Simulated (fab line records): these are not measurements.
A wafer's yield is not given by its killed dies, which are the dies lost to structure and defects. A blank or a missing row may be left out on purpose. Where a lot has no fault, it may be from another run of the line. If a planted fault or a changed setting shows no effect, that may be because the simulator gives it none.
Chamber matching -- flow gf180mcu -- rie_diel-02 running GF_CONTACT_ETCH_16: 4 sister chambers
The step etches BARC in N2/H2. 4 wafers are shown with their chamber, then 12 later ones without.

EACH WAFER AND ITS CHAMBER
wafer,chamber,oes_product_au (a.u.)
L087.1,1,0.862
L087.2,0,0.856
L091.2,3,0.850
L091.4,2,0.850

WAFERS MISSING THEIR CHAMBER
wafer,oes_product_au (a.u.)
L092.1,0.856
L092.2,0.856
L092.4,0.852
L093.1,0.857
L093.2,0.858
L093.5,0.863
L095.2,0.856
L095.4,0.858
L095.6,0.853
L097.2,0.852
L097.3,0.859
L097.6,0.853

CHAMBER TAKEN BY EACH
wafer,from the rows above,in truth
L092.1,0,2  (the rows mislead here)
L092.2,0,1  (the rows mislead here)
L092.4,can't be placed: 2 or 3 or 0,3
L093.1,0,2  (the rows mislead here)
L093.2,can't be placed: 0 or 1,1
L093.5,1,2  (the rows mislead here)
L095.2,0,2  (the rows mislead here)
L095.4,can't be placed: 0 or 1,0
L095.6,can't be placed: 0 or 2 or 3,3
L097.2,can't be placed: 2 or 3 or 0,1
L097.3,can't be placed: 0 or 1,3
L097.6,can't be placed: 0 or 2 or 3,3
0 of 12 placed correctly. Cannot be placed on the basis of these rows: 7; the candidates contain the true chamber in 5. 5 placed wrongly.
How it was worked out, from the rows above alone: a wafer's distance from a chamber is the root of the sum, over the readings, of the square of ((its reading less the chamber's mean) divided by the reading's scatter). If the next closest chamber is less than 2 further off than the closest, the wafer can't be placed; otherwise it belongs to the closest. The mean given for a chamber averages the wafers shown for that chamber. The scatter: root of mean squared gap, hidden wafer to nearest shown wafer, with one shown wafer a chamber.
